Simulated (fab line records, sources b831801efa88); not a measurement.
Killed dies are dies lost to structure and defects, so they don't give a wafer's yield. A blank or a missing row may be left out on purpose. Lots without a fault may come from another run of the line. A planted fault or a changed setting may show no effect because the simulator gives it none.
fab line records | flow gf180mcu
record lots=12 wafers=36 last_day=33
route steps=602 shown HV_LDD@197 CONTACT@305 M1@315
lots that met no fault: from a run of the same line without faults
start_h: hours from the record's first day to the start of the lot's first wafer shown | wait_h: hours since the lot's step before | " the same as in the row above | L1.1+2: a row that stands for several wafers | - no value, or no start given | * or withheld: withheld | < > ~ a bound
route shown NAME@n: a module of which the file shows steps, and the number in the route of the first | usual: mean/standard deviation of fault-free wafers | same: alike in all rows | chamber/n: place in a boat | sites: the reading at each site | _std_site: their standard deviation | _edge_site: outer sites' mean less inner sites' | radius_mm: how far each site lies from the wafer's centre | mask NAME#n: copy n | behind: the tool/chamber that last shaped the wafer | hold: why the lot was held/for how many hours/how that ended | device: the transistor (n, p or np) that didn't switch | end of line: the same wafers' tests at the end of the route | a step without rows: its recipe alone | killed: dies lost to structure and defects at the first sort, not the wafer's yield | map: a wafer's dies, x killed, . not, _ none there
set.NAME: the setting as run; set.NAME@STEP: as run at that earlier step | model.NAME: the simulator's own value behind a step, which no gauge read
steps of the route over a sample of lots; a table a step, a row a wafer
services: from which hour (start_h, from the record's first day; less than 0 if before it) a tool's chamber was out of use, for how many hours, and why
## steps
# step GF_HV_LDD_IMPLANT_21
# recipe species=BF2 energy_kev=25 dose_cm2=5e+13 tilt_deg=7
# usual beam_energy_keV=25.000/0.0079
# columns lot.wafer tool chamber start_h wait_h beam_energy_keV
L660.4 implanter-03 0 235.69 0.1 24.997
L660.5 " 0 " " 25.003
L660.6 " 0 " " 25.011
L662.3 implanter-03 0 259.19 0.1 25.006
L662.4 " 0 " " 24.997
L662.5 " 0 " " 25.015
L666.3 implanter-04 0 281.98 0.1 24.998
L666.4 " 0 " " 24.992
L666.6 " 0 " " 24.998
L670.2 implanter-01 0 313.34 0.0 25.003
L670.3 " 0 " " 25.008
L670.6 " 0 " " 25.010
L671.1 implanter-04 0 320.60 0.0 24.995
L671.3 " 0 " " 24.992
L671.6 " 0 " " 24.997
L672.2 implanter-04 0 329.03 0.0 25.000
L672.3 " 0 " " 25.000
L672.6 " 0 " " 24.998
L673.1 implanter-03 0 333.20 0.0 24.992
L673.2 " 0 " " 25.005
L673.6 " 0 " " 25.005
L674.3 implanter-04 0 340.60 0.1 25.003
L674.5 " 0 " " 24.983
L674.6 " 0 " " 24.994
L676.1 implanter-04 0 357.33 0.0 30.665
L676.5 " 0 " " 30.661
L676.6 " 0 " " 30.663
L677.1 implanter-03 0 362.28 0.0 24.995
L677.2 " 0 " " 25.009
L677.6 " 0 " " 25.008
L678.2 implanter-04 0 368.72 0.0 30.671
L678.4 " 0 " " 30.678
L678.5 " 0 " " 30.689
L679.3 implanter-04 0 377.96 0.1 30.657
L679.4 " 0 " " 30.662
L679.6 " 0 " " 30.662
# step GF_HV_LDD_TW_MEAS_23
# usual HV_LDD_2_TW=1050/6.4
# columns lot.wafer tool chamber start_h wait_h HV_LDD_2_TW
L660.4 film_metro-04 - 235.90 0.1 1052
L660.5 " - " " 1053
L660.6 " - " " 1054
L662.3 film_metro-02 - 259.41 0.1 1051
L662.4 " - " " 1049
L662.5 " - " " 1047
L666.3 film_metro-02 - 282.20 0.1 1055
L666.4 " - " " 1056
L666.6 " - " " 1062
L670.2 film_metro-03 - 313.57 0.1 1050
L670.3 " - " " 1052
L670.6 " - " " 1050
L671.1 film_metro-04 - 320.85 0.1 1052
L671.3 " - " " 1054
L671.6 " - " " 1048
L672.2 film_metro-02 - 329.26 0.1 1046
L672.3 " - " " 1043
L672.6 " - " " 1052
L673.1 film_metro-02 - 333.45 0.1 1057
L673.2 " - " " 1052
L673.6 " - " " 1051
L674.3 film_metro-03 - 340.82 0.1 1050
L674.5 " - " " 1054
L674.6 " - " " 1057
L676.1 film_metro-03 - 357.60 0.1 1105
L676.5 " - " " 1110
L676.6 " - " " 1109
L677.1 film_metro-03 - 362.53 0.1 1049
L677.2 " - " " 1048
L677.6 " - " " 1048
L678.2 film_metro-04 - 368.96 0.1 1110
L678.4 " - " " 1112
L678.5 " - " " 1118
L679.3 film_metro-02 - 378.18 0.1 1113
L679.4 " - " " 1116
L679.6 " - " " 1120
# step GF_CONTACT_STRIP_18
# recipe chemistry=O2/N2 power_w=1400 pressure_mtorr=1500 platen_temp_c=250 o2_flow_sccm=3000 n2_flow_sccm=300 overash_fraction=0.5
# usual chamber_pressure_mTorr=1500.1/1.5 drypump_motor_current_A=5.8/0.47 heater_power_w=333/31 oes_product_au=0.581/0.0051
# columns lot.wafer tool chamber start_h wait_h chamber_pressure_mTorr drypump_motor_current_A heater_power_w oes_product_au rf_hours_counter_h
L660.4 plasma_asher-02 0 363.46 - 1500.8 6.0 346 0.578 -
L660.5 " 1 " " 1499.7 5.9 336 0.578 -
L660.6 " 0 " " 1499.9 6.0 335 0.582 -
L662.3 plasma_asher-02 1 389.40 - 1499.1 5.9 338 0.588 -
L662.4 " 0 " " 1500.3 6.1 340 0.582 -
L662.5 " 0 " " 1501.5 6.1 342 0.584 -
L666.3 plasma_asher-01 1 419.25 - 1501.7 6.4 361 0.581 -
L666.4 " 0 " " 1499.3 5.1 277 0.584 -
L666.6 " 1 " " 1497.8 6.4 381 0.579 -
L670.2 plasma_asher-02 1 457.38 - 1498.5 5.9 313 0.583 3
L670.3 " 0 " " 1500.2 6.0 334 0.578 -
L670.6 " 0 " " 1500.0 6.1 345 0.583 -
L671.1 plasma_asher-02 1 465.76 - 1500.1 5.9 315 0.591 4
L671.3 " 1 " " 1498.8 5.9 315 0.577 -
L671.6 " 1 " " 1501.8 5.9 317 0.572 -
L672.2 plasma_asher-03 0 476.07 - 1497.9 5.4 353 0.574 39
L672.3 " 1 " " 1499.2 5.7 334 0.588 -
L672.6 " 0 " " 1501.8 5.4 352 0.587 -
L673.1 plasma_asher-01 0 478.97 - 1497.3 5.1 287 0.584 82
L673.2 " 1 " " 1496.4 6.4 369 0.589 82
L673.6 " 0 " " 1497.8 5.1 282 0.588 -
L674.3 plasma_asher-02 1 488.06 - 1501.7 5.9 313 0.576 -
L674.5 " 0 " " 1501.0 6.0 347 0.580 -
L674.6 " 1 " " 1498.8 5.9 319 0.583 -
L676.1 plasma_asher-03 0 505.42 - 1497.7 5.4 355 0.583 42
L676.5 " 0 " " 1499.7 5.4 355 0.576 -
L676.6 " 1 " " 1499.8 5.7 337 0.567 -
L677.1 plasma_asher-01 1 511.62 - 1500.9 6.4 366 0.582 85
L677.2 " 0 " " 1500.5 5.1 279 0.571 85
L677.6 " 0 " " 1498.5 5.1 289 0.569 -
L678.2 plasma_asher-03 1 518.17 - 1499.0 5.7 335 0.583 44
L678.4 " 0 " " 1500.3 5.4 349 0.581 -
L678.5 " 1 " " 1499.2 5.7 333 0.578 -
L679.3 plasma_asher-03 1 527.58 - 1501.3 5.7 340 0.584 -
L679.4 " 0 " " 1498.7 5.4 353 0.575 -
L679.6 " 1 " " 1503.0 5.7 335 0.574 -
# step GF_M1_SPUTTER_00
# recipe material=Ti target_thk_nm=37.5 arriving_ion_energy_ev=80 substrate_temp_c=200 chamber_pressure_pa=2 power_w=4000 time_s=150
# usual chamber_pressure_pa=2.000/0.0044 throttle_valve_pct=30.4/1.1
# columns lot.wafer tool chamber start_h wait_h chamber_pressure_pa throttle_valve_pct
L660.4 pvd_sputter-02 - 364.41 0.1 1.999 30.4
L660.5 " - " " 1.989 30.3
L660.6 " - " " 2.001 28.6
L662.3 pvd_sputter-01 - 390.34 0.2 2.001 30.1
L662.4 " - " " 2.002 30.1
L662.5 " - " " 1.998 31.9
L666.3 pvd_sputter-02 - 420.20 0.2 2.005 31.7
L666.4 " - " " 1.998 31.5
L666.6 " - " " 1.995 30.2
L670.2 pvd_sputter-02 - 458.36 0.1 2.009 30.3
L670.3 " - " " 2.005 31.6
L670.6 " - " " 2.002 30.3
L671.1 pvd_sputter-03 - 466.75 0.2 1.993 30.2
L671.3 " - " " 2.002 28.2
L671.6 " - " " 1.994 28.4
L672.2 pvd_sputter-01 - 477.06 0.1 2.003 30.1
L672.3 " - " " 1.997 30.2
L672.6 " - " " 1.995 31.8
L673.1 pvd_sputter-01 - 479.95 0.1 1.997 30.0
L673.2 " - " " 1.999 32.0
L673.6 " - " " 1.996 30.4
L674.3 pvd_sputter-02 - 489.12 0.2 2.001 31.5
L674.5 " - " " 1.999 28.5
L674.6 " - " " 2.002 31.5
L676.1 pvd_sputter-01 - 506.42 0.2 2.000 30.4
L676.5 " - " " 1.996 30.4
L676.6 " - " " 2.000 30.0
L677.1 pvd_sputter-01 - 512.61 0.2 2.001 30.0
L677.2 " - " " 1.996 32.3
L677.6 " - " " 1.997 30.3
L678.2 pvd_sputter-03 - 519.16 0.1 2.006 30.0
L678.4 " - " " 2.003 30.3
L678.5 " - " " 2.001 30.5
L679.3 pvd_sputter-02 - 528.53 0.2 1.997 31.3
L679.4 " - " " 2.000 31.6
L679.6 " - " " 2.001 28.5
# step GF_M1_STRIP_17
# recipe chemistry=O2/N2 power_w=1400 pressure_mtorr=1500 platen_temp_c=250 o2_flow_sccm=3000 n2_flow_sccm=300 overash_fraction=0.5
# usual chamber_pressure_mTorr=1499.9/1.5 drypump_motor_current_A=5.66/0.28 heater_power_w=337/17 oes_product_au=0.557/0.0049 strip_time_to_endpoint_s=7.86/0.048
# columns lot.wafer tool chamber start_h wait_h chamber_pressure_mTorr drypump_motor_current_A heater_power_w oes_product_au rf_hours_counter_h strip_time_to_endpoint_s
L660.4 plasma_asher-02 0 387.14 0.1 1499.5 6.06 339 0.556 - 7.90
L660.5 " 0 " " 1499.1 6.03 340 0.568 - 7.91
L660.6 " 1 " " 1498.1 5.94 336 0.554 - 7.79
L662.3 plasma_asher-02 1 414.44 0.1 1496.9 5.94 342 0.557 - 7.85
L662.4 " 0 " " 1497.3 6.08 338 0.555 - 7.83
L662.5 " 0 " " 1500.3 6.08 330 0.554 - 7.87
L666.3 plasma_asher-02 1 444.79 0.1 1500.7 5.94 313 0.554 - 7.83
L666.4 " 0 " " 1498.2 6.08 338 0.562 - 7.89
L666.6 " 0 " " 1499.9 6.07 345 0.559 - 7.88
L670.2 plasma_asher-04 0 483.51 0.1 1500.3 5.38 352 0.557 68 7.91
L670.3 " 0 " " 1499.8 5.39 360 0.554 - 7.90
L670.6 " 0 " " 1497.7 5.38 374 0.561 - 7.87
L671.1 plasma_asher-02 1 491.16 0.1 1502.6 5.94 312 0.546 6 7.83
L671.3 " 0 " " 1497.2 6.06 335 0.563 - 7.87
L671.6 " 1 " " 1500.5 5.94 315 0.559 - 7.78
L672.2 plasma_asher-04 0 501.31 0.1 1499.9 5.40 359 0.553 70 7.82
L672.3 " 0 " " 1500.1 5.37 364 0.553 - 7.87
L672.6 " 0 " " 1498.6 5.37 368 0.552 - 7.85
L673.1 plasma_asher-04 0 503.98 0.1 1498.5 5.37 360 0.551 71 7.80
L673.2 " 1 " " 1499.5 5.47 320 0.569 71 7.91
L673.6 " 1 " " 1501.6 5.46 319 0.557 - 7.82
L674.3 plasma_asher-03 0 513.14 0.1 1499.5 5.41 345 0.562 - 7.80
L674.5 " 0 " " 1502.5 5.42 349 0.547 - 7.75
L674.6 " 1 " " 1500.4 5.73 327 0.561 - 7.89
L676.1 plasma_asher-03 0 530.13 0.1 1500.1 5.40 357 0.560 45 7.94
L676.5 " 1 " " 1499.3 5.70 339 0.555 - 7.82
L676.6 " 0 " " 1500.0 5.39 363 0.565 - 7.93
L677.1 plasma_asher-02 0 536.01 0.1 1500.4 6.06 344 0.551 11 7.74
L677.2 " 1 " " 1501.3 5.94 312 0.559 11 7.82
L677.6 " 0 " " 1497.8 6.07 338 0.559 - 7.78
L678.2 plasma_asher-04 1 542.46 0.1 1499.4 5.46 325 0.555 75 7.81
L678.4 " 1 " " 1497.7 5.44 316 0.558 - 7.91
L678.5 " 0 " " 1499.2 5.37 362 0.553 - 7.79
L679.3 plasma_asher-04 1 551.37 0.1 1497.8 5.46 324 0.552 - 7.92
L679.4 " 0 " " 1499.8 5.38 359 0.563 - 7.86
L679.6 " 0 " " 1497.4 5.37 362 0.552 - 7.88
## services
# columns tool chamber start_h hours kind
implanter-03 - 217.31 2.1 pm
implanter-04 - 222.03 4.3 pm
pvd_sputter-01 - 239.38 3.3 repair
implanter-04 - 242.14 2.9 pm
implanter-03 - 244.06 1.9 repair
pvd_sputter-02 - 249.11 5.3 repair
implanter-03 - 258.08 0.6 repair
plasma_asher-04 - 276.84 7.2 repair
plasma_asher-02 - 297.49 18.7 repair
plasma_asher-03 - 307.52 3.5 repair
plasma_asher-04 - 335.77 15.6 pm
implanter-03 - 342.95 2.1 repair
implanter-04 - 344.21 3.4 repair
pvd_sputter-02 - 349.15 0.5 repair
plasma_asher-03 - 370.45 4.4 repair
pvd_sputter-02 - 376.27 3.3 repair
pvd_sputter-02 - 395.47 3.2 repair
plasma_asher-04 - 406.65 0.8 repair
pvd_sputter-02 - 410.25 1.6 repair
plasma_asher-03 - 412.59 3.2 repair
implanter-04 - 415.07 1.5 repair
plasma_asher-02 - 421.25 9.0 pm
plasma_asher-03 - 424.29 0.7 repair
pvd_sputter-02 - 518.31 2.4 repair
## key
first_sign step=GF_HV_LDD_IMPLANT_21 reading=beam_energy_keV direction=up sigmas=99+ usual=25.000 struck=30.668
effect step=GF_HV_LDD_TW_MEAS_23 reading=HV_LDD_2_TW direction=up sigmas=9.8 usual=1050 struck=1112
met_at GF_HV_LDD_IMPLANT_21
struck_lots L676,L678,L679
tester_left_out L676,L678,L679
not_acting_at GF_CONTACT_STRIP_18,GF_M1_SPUTTER_00,GF_M1_STRIP_17
onset_between 340.60 357.33
fault kind=process_parameter_drift tool=implanter-04 chamber=- onset_h=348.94 steps=GF_HV_LDD_IMPLANT_21 channel=energy_kev offset=5.6643 shape=step end_h=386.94 acts_in=these_recipes_only stated=25
# tester_left_out: of these lots the tester's yield and bins aren't shown, on N5 and GAA mostly nor the transistor test; their killed dies are dies lost to structure and defects alone, not to doping, threshold or leakage, so they don't give the yield
